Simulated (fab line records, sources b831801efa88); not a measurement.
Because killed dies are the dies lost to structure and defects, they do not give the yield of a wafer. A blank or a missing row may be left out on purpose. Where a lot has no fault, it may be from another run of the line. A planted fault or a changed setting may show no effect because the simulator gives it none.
What tool caused it? + flow sky130 + 39 wafers from 13 lots sampled at 4 of the route's 708 steps

== WHAT THE GAUGES SHOWED, per wafer ==
SKY_CAP2M_THK_MEAS_01.
| lot  | measured     | on           | CAP2M_CVD_00_THK (nm) |
|------|--------------|--------------|-----------------------|
| L648 | day 40 00:07 | filmMetro-02 | 15.38 15.49 16.01     |
| L647 | day 40 06:11 | filmMetro-04 | 15.11 15.46 15.48     |
| L650 | day 40 13:50 | filmMetro-01 | 14.74 15.50 15.02     |
| L649 | day 40 20:33 | filmMetro-02 | 15.43 15.35 15.56     |
| L651 | day 41 10:16 | filmMetro-01 | 15.58 15.23 15.32     |
| L653 | day 41 12:41 | filmMetro-04 | 15.38 15.41 15.55     |
| L654 | day 41 18:50 | filmMetro-04 | 15.52 15.27 15.59     |
| L655 | day 41 23:39 | filmMetro-01 | 14.95 14.98 15.20     |
| L657 | day 42 20:22 | filmMetro-02 | 15.66 15.84 15.62     |
| L662 | day 44 10:49 | filmMetro-01 | 15.15 15.12 15.65     |
| L661 | day 44 14:41 | filmMetro-02 | 15.33 15.42 15.30     |
| L665 | day 45 02:11 | filmMetro-01 | 15.18 15.41 15.50     |
| L666 | day 45 01:16 | filmMetro-01 | 15.11 15.37 15.36     |

== EACH LOT AND THE TOOL THAT RAN IT (in order: tool; ch and the chambers of the sampled wafers; start) ==
| lot  | SKY_CONTACT_STRIP_19                | SKY_METAL3_STRIP_19                 | SKY_VIA3_CMP_02               |
|------|-------------------------------------|-------------------------------------|-------------------------------|
| L648 | plasmaAsher-01 ch 0,1, day 32 05:34 | plasmaAsher-02 ch 1, day 38 20:38   | cmp-02 ch 1,3, day 38 21:27   |
| L647 | plasmaAsher-01 ch 0,1, day 32 11:40 | plasmaAsher-03 ch 0,1, day 39 02:28 | cmp-01 ch 1,2,3, day 39 03:17 |
| L650 | plasmaAsher-01 ch 0,1, day 32 19:23 | plasmaAsher-03 ch 0,1, day 39 10:59 | cmp-01 ch 0,3, day 39 11:51   |
| L649 | plasmaAsher-04 ch 0,1, day 33 01:02 | plasmaAsher-01 ch 1, day 39 16:30   | cmp-02 ch 1,2,3, day 39 17:31 |
| L651 | plasmaAsher-01 ch 0,1, day 33 11:25 | plasmaAsher-03 ch 0,1, day 40 06:17 | cmp-01 ch 0,2,3, day 40 07:34 |
| L653 | plasmaAsher-04 ch 0,1, day 33 19:07 | plasmaAsher-03 ch 0,1, day 40 09:53 | cmp-01 ch 0,1, day 40 10:47   |
| L654 | plasmaAsher-02 ch 0,1, day 34 02:22 | plasmaAsher-03 ch 0,1, day 40 16:02 | cmp-01 ch 0,1,3, day 40 16:56 |
| L655 | plasmaAsher-04 ch 0,1, day 34 08:13 | plasmaAsher-02 ch 0,1, day 40 21:31 | cmp-02 ch 0,2, day 40 22:20   |
| L657 | plasmaAsher-04 ch 0,1, day 35 04:31 | plasmaAsher-01 ch 0,1, day 41 18:01 | cmp-02 ch 0,1,2, day 41 18:54 |
| L662 | plasmaAsher-01 ch 0,1, day 36 22:39 | plasmaAsher-01 ch 0,1, day 43 08:36 | cmp-01 ch 0,1,2, day 43 09:32 |
| L661 | plasmaAsher-04 ch 0,1, day 36 23:43 | plasmaAsher-02 ch 0,1, day 43 12:28 | cmp-01 ch 1,2,3, day 43 13:25 |
| L665 | plasmaAsher-04 ch 0,1, day 37 14:41 | plasmaAsher-01 ch 0,1, day 44 00:57 | cmp-02 ch 1,2, day 44 02:08   |
| L666 | plasmaAsher-02 ch 0,1, day 37 15:04 | plasmaAsher-03 ch 0,1, day 44 00:58 | cmp-01 ch 0,2,3, day 44 01:52 |
- SKY_CONTACT_STRIP_19: strips in O2/N2.
- SKY_METAL3_STRIP_19: strips in O2/N2.
- SKY_VIA3_CMP_02: polishes SiO2.

== WHAT THE TOOLS THEMSELVES READ (means of the sampled wafers that have a number; where no wafer has one, the mark that the record gives instead) ==
SKY_CONTACT_STRIP_19.
| lot  | tool           | drypumpMotorCurrentA (A) | oesProductAu (a.u.) | stripTimeToEndpointS (s) |
|------|----------------|--------------------------|---------------------|--------------------------|
| L648 | plasmaAsher-01 | 5.5                      | 0.381               | 3.64                     |
| L647 | plasmaAsher-01 | 5.5                      | 0.382               | 3.61                     |
| L650 | plasmaAsher-01 | 5.7                      | 0.382               | 3.61                     |
| L649 | plasmaAsher-04 | 5.6                      | 0.378               | 3.62                     |
| L651 | plasmaAsher-01 | 5.5                      | 0.377               | 3.62                     |
| L653 | plasmaAsher-04 | 5.6                      | 0.381               | 3.63                     |
| L654 | plasmaAsher-02 | 5.3                      | 0.378               | 3.63                     |
| L655 | plasmaAsher-04 | 5.6                      | 0.385               | 3.62                     |
| L657 | plasmaAsher-04 | 5.6                      | 0.380               | 3.65                     |
| L662 | plasmaAsher-01 | 5.7                      | 0.384               | 3.64                     |
| L661 | plasmaAsher-04 | 5.6                      | 0.378               | 3.58                     |
| L665 | plasmaAsher-04 | 5.9                      | 0.378               | 3.66                     |
| L666 | plasmaAsher-02 | 5.4                      | 0.376               | 3.55                     |

SKY_METAL3_STRIP_19.
| lot  | tool           | drypumpMotorCurrentA (A) | oesProductAu (a.u.) | stripTimeToEndpointS (s) |
|------|----------------|--------------------------|---------------------|--------------------------|
| L648 | plasmaAsher-02 | 5.08                     | 0.504               | 6.57                     |
| L647 | plasmaAsher-03 | 5.86                     | 0.504               | 6.58                     |
| L650 | plasmaAsher-03 | 5.79                     | 0.504               | 6.58                     |
| L649 | plasmaAsher-01 | 5.84                     | 0.503               | 6.54                     |
| L651 | plasmaAsher-03 | 5.82                     | 0.503               | 6.65                     |
| L653 | plasmaAsher-03 | 5.85                     | 0.506               | 6.60                     |
| L654 | plasmaAsher-03 | 5.82                     | 0.509               | 6.63                     |
| L655 | plasmaAsher-02 | 5.24                     | 0.506               | 6.52                     |
| L657 | plasmaAsher-01 | 5.58                     | 0.506               | 6.54                     |
| L662 | plasmaAsher-01 | 5.56                     | 0.511               | 6.64                     |
| L661 | plasmaAsher-02 | 5.43                     | 0.510               | 6.67                     |
| L665 | plasmaAsher-01 | 5.58                     | 0.498               | 6.52                     |
| L666 | plasmaAsher-03 | 5.81                     | 0.502               | 6.54                     |

SKY_VIA3_CMP_02.
| lot  | tool   | motorCurrentA (A) |
|------|--------|-------------------|
| L648 | cmp-02 | 12.6              |
| L647 | cmp-01 | 12.9              |
| L650 | cmp-01 | 11.1              |
| L649 | cmp-02 | 12.1              |
| L651 | cmp-01 | 12.1              |
| L653 | cmp-01 | 12.0              |
| L654 | cmp-01 | 11.8              |
| L655 | cmp-02 | 11.1              |
| L657 | cmp-02 | 11.8              |
| L662 | cmp-01 | 12.3              |
| L661 | cmp-01 | 12.8              |
| L665 | cmp-02 | 11.7              |
| L666 | cmp-01 | 12.1              |

== THE ANSWER, worked out from the rows above alone ==
Rule: the lots themselves supply what counts as usual. The widest of any qualifying gaps counts: lots, ordered by their means at a reading, are off when they make up no more than a third of the lots, leave a main group of 4 or more, and stand apart from it by 3 or more times the standard deviation of that group's means. If all means in a main group match to the digits the tables above print for the reading, that group is not used. Also off: a lot with no number at a reading for which 4 or more lots have one. Any other lot the step has rows for is counted as sound. After the gauges, taken in route order, come the tools' own readings; for these a lot's mean is taken, as printed above. The first step at which some lot is off is used, and at that step the reading that is off furthest; a lot without a number counts as furthest.
None of the lots is off at any reading shown; this tells nothing.

== WHAT THE SIMULATOR PUT IN ==
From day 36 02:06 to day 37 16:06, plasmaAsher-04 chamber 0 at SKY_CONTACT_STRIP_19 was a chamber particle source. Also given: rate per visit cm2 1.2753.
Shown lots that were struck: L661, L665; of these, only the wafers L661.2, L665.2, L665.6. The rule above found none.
